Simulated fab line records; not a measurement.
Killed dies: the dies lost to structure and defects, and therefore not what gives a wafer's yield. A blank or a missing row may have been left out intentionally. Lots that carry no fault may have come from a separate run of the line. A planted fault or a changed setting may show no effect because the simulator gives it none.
Which tool did it?	flow gf180mcu	72 wafers from 24 lots sampled at 4 of the route's 602 steps

## WHAT EACH GAUGE READ, for each wafer
GF_M3_CD_MEAS_14: the cd target is 280 nm.
lot	measured	on	cdNm (nm)
L074	day 21 04:13	cdSem-01	279.1 278.6 279.8
L075	day 21 13:08	cdSem-01	281.0 281.5 281.4
L076	day 22 02:37	cdSem-01	279.8 280.7 280.7
L077	day 22 10:29	cdSem-01	281.3 281.3 280.3
L078	day 22 23:08	cdSem-01	280.2 279.9 279.5
L079	day 23 05:50	cdSem-01	278.4 279.7 279.2
L080	day 23 15:34	cdSem-02	277.9 277.7 278.0
L081	day 24 03:47	cdSem-02	280.4 279.3 280.9
L082	day 24 04:17	cdSem-01	281.9 281.7 282.3
L083	day 24 21:02	cdSem-01	281.1 282.6 280.5
L084	day 25 04:35	cdSem-02	279.5 279.8 279.1
L085	day 25 06:14	cdSem-01	283.0 283.5 282.2
L086	day 25 13:50	cdSem-02	281.1 281.9 280.6
L087	day 25 23:02	cdSem-01	281.9 281.8 280.8
L088	day 26 07:55	cdSem-01	279.8 278.5 277.7
L089	day 26 13:49	cdSem-01	280.3 280.8 280.8
L090	day 27 04:14	cdSem-01	280.7 279.8 281.0
L091	day 27 05:25	cdSem-01	280.4 280.8 280.3
L092	day 27 10:46	cdSem-02	280.0 280.2 279.5
L093	day 27 20:19	cdSem-01	278.6 278.6 278.5
L094	day 28 03:49	cdSem-01	278.0 278.3 279.0
L095	day 28 13:43	cdSem-01	277.9 278.5 279.8
L096	day 28 17:22	cdSem-02	281.0 279.8 280.8
L097	day 28 18:40	cdSem-02	280.9 282.4 283.8

GF_V4_THK_MEAS_01.
lot	measured	on	V4_CVD_00_THK (nm)
L074	day 23 06:28	filmMetro-03	601 595 598
L075	day 23 15:16	filmMetro-04	599 600 601
L076	day 24 04:08	filmMetro-03	606 606 605
L077	day 24 11:29	filmMetro-03	603 604 611
L078	day 24 22:26	filmMetro-02	600 604 605
L079	day 25 06:41	filmMetro-04	596 593 591
L080	day 25 14:56	filmMetro-04	590 590 597
L081	day 26 03:42	filmMetro-02	587 595 586
L082	day 26 03:49	filmMetro-04	605 607 600
L083	day 26 20:43	filmMetro-03	592 605 594
L084	day 27 03:55	filmMetro-03	594 598 589
L085	day 27 04:43	filmMetro-04	605 598 594
L086	day 27 10:21	filmMetro-03	598 593 594
L087	day 27 19:35	filmMetro-04	598 602 600
L088	day 28 03:55	filmMetro-03	604 595 607
L089	day 28 09:54	filmMetro-03	594 600 592
L090	day 28 23:00	filmMetro-04	600 589 596
L091	day 29 00:47	filmMetro-02	584 588 587
L092	day 29 07:23	filmMetro-02	591 592 597
L093	day 29 14:49	filmMetro-04	599 592 603
L094	day 29 21:40	filmMetro-04	596 599 595
L095	day 30 08:09	filmMetro-03	585 596 594
L096	day 30 11:10	filmMetro-03	613 605 604
L097	day 30 12:07	filmMetro-03	598 595 600

GF_V4_THK_MEAS_03.
lot	measured	on	V4_CVD_02_THK (nm)
L074	day 23 06:35	filmMetro-03	863 852 855
L075	day 23 15:24	filmMetro-02	841 842 840
L076	day 24 04:16	filmMetro-04	845 858 857
L077	day 24 11:40	filmMetro-02	842 841 858
L078	day 24 22:36	filmMetro-04	849 864 871
L079	day 25 06:49	filmMetro-02	839 846 851
L080	day 25 15:03	filmMetro-03	846 854 862
L081	day 26 03:50	filmMetro-02	856 858 865
L082	day 26 03:56	filmMetro-04	835 851 853
L083	day 26 20:50	filmMetro-03	846 861 858
L084	day 27 04:02	filmMetro-03	850 864 856
L085	day 27 04:51	filmMetro-03	845 865 857
L086	day 27 10:31	filmMetro-02	829 837 832
L087	day 27 19:43	filmMetro-02	848 855 863
L088	day 28 04:02	filmMetro-03	843 846 866
L089	day 28 10:02	filmMetro-02	852 857 854
L090	day 28 23:08	filmMetro-02	863 861 864
L091	day 29 00:55	filmMetro-02	832 862 856
L092	day 29 07:31	filmMetro-02	849 852 860
L093	day 29 14:56	filmMetro-04	850 871 861
L094	day 29 21:47	filmMetro-02	842 855 838
L095	day 30 08:17	filmMetro-03	855 845 863
L096	day 30 11:17	filmMetro-04	833 834 852
L097	day 30 12:14	filmMetro-04	842 862 867

## WHAT TOOL EACH LOT RAN ON (gives the tool, then ch and the chambers of the sampled wafers, and finally the start)
lot	GF_M3_STRIP_17
L074	plasmaAsher-04 ch 0,1, day 21 04:29
L075	plasmaAsher-04 ch 0,1, day 21 13:25
L076	plasmaAsher-02 ch 0,1, day 22 02:53
L077	plasmaAsher-01 ch 0,1, day 22 10:46
L078	plasmaAsher-01 ch 0, day 22 23:25
L079	plasmaAsher-01 ch 0,1, day 23 06:13
L080	plasmaAsher-02 ch 0,1, day 23 15:50
L081	plasmaAsher-04 ch 0,1, day 24 04:02
L082	plasmaAsher-04 ch 0,1, day 24 04:32
L083	plasmaAsher-02 ch 0,1, day 24 21:17
L084	plasmaAsher-01 ch 0,1, day 25 04:51
L085	plasmaAsher-01 ch 0,1, day 25 06:37
L086	plasmaAsher-02 ch 0,1, day 25 14:07
L087	plasmaAsher-04 ch 0,1, day 25 23:17
L088	plasmaAsher-01 ch 0,1, day 26 08:11
L089	plasmaAsher-02 ch 0,1, day 26 14:05
L090	plasmaAsher-01 ch 0,1, day 27 04:28
L091	plasmaAsher-02 ch 0,1, day 27 05:48
L092	plasmaAsher-04 ch 0,1, day 27 11:02
L093	plasmaAsher-02 ch 0,1, day 27 20:35
L094	plasmaAsher-01 ch 0,1, day 28 04:05
L095	plasmaAsher-04 ch 0,1, day 28 14:05
L096	plasmaAsher-01 ch 1, day 28 17:37
L097	plasmaAsher-02 ch 0,1, day 28 19:02
- GF_M3_STRIP_17: strips in O2/N2.

## AS READ BY THE TOOLS THEMSELVES (means over the sampled wafers that have a number; for cases with no such wafer, the mark the record gives instead)
GF_M3_STRIP_17.
lot	tool	drypumpMotorCurrentA (A)	heaterPowerW (W)	oesProductAu (a.u.)	stripTimeToEndpointS (s)
L074	plasmaAsher-04	5.2	336	0.553	7.90
L075	plasmaAsher-04	5.2	337	0.562	7.87
L076	plasmaAsher-02	6.2	357	0.555	7.82
L077	plasmaAsher-01	6.0	361	0.558	7.82
L078	plasmaAsher-01	6.8	324	0.556	7.83
L079	plasmaAsher-01	6.0	355	0.551	7.83
L080	plasmaAsher-02	6.2	358	0.559	7.90
L081	plasmaAsher-04	5.2	340	0.557	7.88
L082	plasmaAsher-04	5.2	350	0.558	7.89
L083	plasmaAsher-02	6.1	338	0.555	7.88
L084	plasmaAsher-01	6.4	339	0.558	7.86
L085	plasmaAsher-01	6.4	341	0.565	7.79
L086	plasmaAsher-02	6.1	340	0.553	7.82
L087	plasmaAsher-04	5.2	337	0.556	7.86
L088	plasmaAsher-01	6.0	361	0.550	7.86
L089	plasmaAsher-02	6.2	354	0.557	7.89
L090	plasmaAsher-01	6.4	337	0.559	7.87
L091	plasmaAsher-02	6.2	359	0.558	7.90
L092	plasmaAsher-04	5.3	341	0.558	7.87
L093	plasmaAsher-02	6.2	355	0.556	7.87
L094	plasmaAsher-01	6.0	361	0.553	7.80
L095	plasmaAsher-04	5.2	337	0.558	7.80
L096	plasmaAsher-01	5.6	373	0.555	7.85
L097	plasmaAsher-02	6.1	335	0.561	7.88

## THE ANSWER, worked out from the rows above alone
Rule: what is usual is taken from the lots themselves. Put in order of their means at a reading, lots are off if they are a third of the lots or fewer, leave a main group of 4 or more, and stand apart from it by a gap of 3 or more times the standard deviation of the main group's means; of several such gaps the widest counts. Not used: any main group whose means are identical at the precision the tables above print for the reading. A lot without any number at a reading at which 4 lots or more have one is off too. Where the step has rows for the other lots, those lots are counted as sound. Order of review: gauges by route order, followed by the tools' own readings, for which a lot's mean as printed above is used. The first step at which some lot is off is used, and at that step the reading that is off furthest; a lot without a number counts as furthest.
Nothing can be told from this: no lot is off at any reading shown.

## WHAT HAD BEEN PUT IN BY THE SIMULATOR
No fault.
